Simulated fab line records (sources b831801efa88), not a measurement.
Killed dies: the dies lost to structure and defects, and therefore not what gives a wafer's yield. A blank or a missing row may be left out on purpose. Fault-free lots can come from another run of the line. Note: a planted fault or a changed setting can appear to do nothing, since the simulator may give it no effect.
Which of the tools did it? | flow sky130 | 13 lots with 39 wafers sampled at 3 steps, on a route of 708 steps

## WHAT THE GAUGES SHOWED, per wafer
Not one reading of a measure or inspect step in the record can be checked against a usual standard deviation.

## TOOL THAT RAN EACH LOT (tool first, then ch and the chambers of the sampled wafers, then the start)
lot  | SKY_METAL3_SPUTTER_04        | SKY_METAL3_METAL_ETCH_18          | SKY_PAD_OPEN_PROBE_99
L461 | pvd_sputter-02, day 36 18:59 | rie_metal-01 ch 0,1, day 39 00:54 | -
L462 | pvd_sputter-01, day 36 19:34 | rie_metal-04 ch 0,1, day 39 01:14 | -
L465 | pvd_sputter-01, day 38 17:14 | rie_metal-04 ch 0,1, day 40 18:09 | -
L464 | pvd_sputter-02, day 38 20:54 | rie_metal-03 ch 0,1, day 40 23:01 | -
L467 | pvd_sputter-03, day 38 23:51 | rie_metal-03 ch 0,1, day 41 01:40 | -
L468 | pvd_sputter-01, day 39 04:40 | rie_metal-04 ch 1, day 41 05:37   | -
L469 | pvd_sputter-02, day 39 11:55 | rie_metal-03 ch 0,1, day 41 13:10 | -
L471 | pvd_sputter-03, day 39 20:34 | rie_metal-01 ch 0,1, day 41 22:31 | -
L472 | pvd_sputter-01, day 40 05:47 | rie_metal-01 ch 0,1, day 42 05:15 | prober-02, day 48 19:41
L474 | pvd_sputter-01, day 41 03:55 | rie_metal-03 ch 0,1, day 43 02:44 | prober-01, day 49 10:48
L475 | pvd_sputter-02, day 41 09:09 | rie_metal-01 ch 0,1, day 43 08:32 | -
L481 | pvd_sputter-02, day 42 17:17 | rie_metal-04 ch 1, day 44 14:23   | -
L482 | pvd_sputter-02, day 43 02:43 | rie_metal-01 ch 0,1, day 45 01:20 | -
- SKY_METAL3_SPUTTER_04: material TiN, target thk 70 nm, time 58.3 s.
- SKY_METAL3_METAL_ETCH_18: etches the open film in Cl2/BCl3, stops on SiO2, target depth 845 nm, time 183.1 s.
- SKY_PAD_OPEN_PROBE_99

## AS READ BY THE TOOLS THEMSELVES (means over the sampled wafers that have a number; for cases with no such wafer, the mark the record gives instead)
SKY_METAL3_SPUTTER_04.
lot  | tool           | cathode_dc_power_W (W) | chamber_pressure_pa (Pa) | throttle_valve_pct (%)
L461 | pvd_sputter-02 | 6500.0                 | 0.3994                   | 29.8
L462 | pvd_sputter-01 | 6500.2                 | 0.4006                   | 28.9
L465 | pvd_sputter-01 | 6499.7                 | 0.4002                   | 29.6
L464 | pvd_sputter-02 | 6499.8                 | 0.3997                   | 30.3
L467 | pvd_sputter-03 | 6500.5                 | 0.4002                   | 29.8
L468 | pvd_sputter-01 | 6500.3                 | 0.4002                   | 29.6
L469 | pvd_sputter-02 | 6499.4                 | 0.3999                   | 30.3
L471 | pvd_sputter-03 | -                      | -                        | -
L472 | pvd_sputter-01 | -                      | -                        | -
L474 | pvd_sputter-01 | -                      | -                        | -
L475 | pvd_sputter-02 | 6499.5                 | 0.3996                   | 29.9
L481 | pvd_sputter-02 | 6499.8                 | 0.4006                   | 30.2
L482 | pvd_sputter-02 | 6500.6                 | 0.4008                   | 30.3

SKY_METAL3_METAL_ETCH_18.
lot  | tool         | drypump_motor_current_A (A) | oes_product_au (a.u.) | throttle_valve_pct (%)
L461 | rie_metal-01 | 6.0                         | 0.868                 | 22.262
L462 | rie_metal-04 | 6.0                         | 0.867                 | 22.268
L465 | rie_metal-04 | 6.0                         | 0.866                 | 22.260
L464 | rie_metal-03 | 5.0                         | 0.869                 | 22.270
L467 | rie_metal-03 | 5.3                         | 0.866                 | 22.271
L468 | rie_metal-04 | 6.0                         | 0.870                 | 22.266
L469 | rie_metal-03 | 5.3                         | 0.862                 | 22.258
L471 | rie_metal-01 | 6.0                         | 0.826                 | 22.257
L472 | rie_metal-01 | 6.0                         | 0.831                 | 22.263
L474 | rie_metal-03 | 5.3                         | 0.824                 | 22.263
L475 | rie_metal-01 | 6.0                         | 0.871                 | 22.266
L481 | rie_metal-04 | 6.0                         | 0.871                 | 22.260
L482 | rie_metal-01 | 6.0                         | 0.871                 | 22.265

SKY_PAD_OPEN_PROBE_99.
lot  | tool      | defect_limited_yield (%) | killed_at_M0_to_M3 | killed_at_M4_up | killed_at_contacts | killed_at_front_end | killed_at_other | killed_dies | killed_open | killed_short | sort_bin_3_pad_short (%) | sort_bin_5_function (%) | sort_bin_6_memory (%) | sort_n_pass | sort_yield_pct (%)
L472 | prober-02 | 79.1                     | 49                 | 4.0             | 24                 | 26                  | 0.0             | 103         | 59          | 43           | 1.4                      | 12.2                    | 7.3                   | 389         | 79.1
L474 | prober-01 | 80.9                     | 47                 | 0.0             | 28                 | 19                  | 0.0             | 94          | 50          | 42           | 0.4                      | 11.2                    | 7.5                   | 398         | 80.9

## THE ANSWER, worked out from the rows above alone
Rule: what is usual is taken from the lots themselves. The widest of any qualifying gaps counts: lots, ordered by their means at a reading, are off when they make up no more than a third of the lots, leave a main group of 4 or more, and stand apart from it by 3 or more times the standard deviation of that group's means. A main group whose means are all the same, to the digits that the tables above print for the reading, isn't used. Also off: a lot with no number at a reading for which 4 or more lots have one. All remaining lots with rows at the step are treated as sound. The gauges are gone through in route order, then the tools' own readings, and for those a lot's mean is taken as printed above. The first step at which some lot is off is used, and at that step the reading that is off furthest; a lot without a number counts as furthest.
Off at SKY_METAL3_SPUTTER_04 (cathode_dc_power_W): L471, L472, L474. Without a number there: L471, L472, L474. The main group has a mean of 6500.0 W with a standard deviation of 0.39.
A tool fits if, at that step or a process step before it, it ran every lot that is off, and no sound lot after the first of them. No candidate that was tried fits.

## WHAT THE SIMULATOR PUT IN
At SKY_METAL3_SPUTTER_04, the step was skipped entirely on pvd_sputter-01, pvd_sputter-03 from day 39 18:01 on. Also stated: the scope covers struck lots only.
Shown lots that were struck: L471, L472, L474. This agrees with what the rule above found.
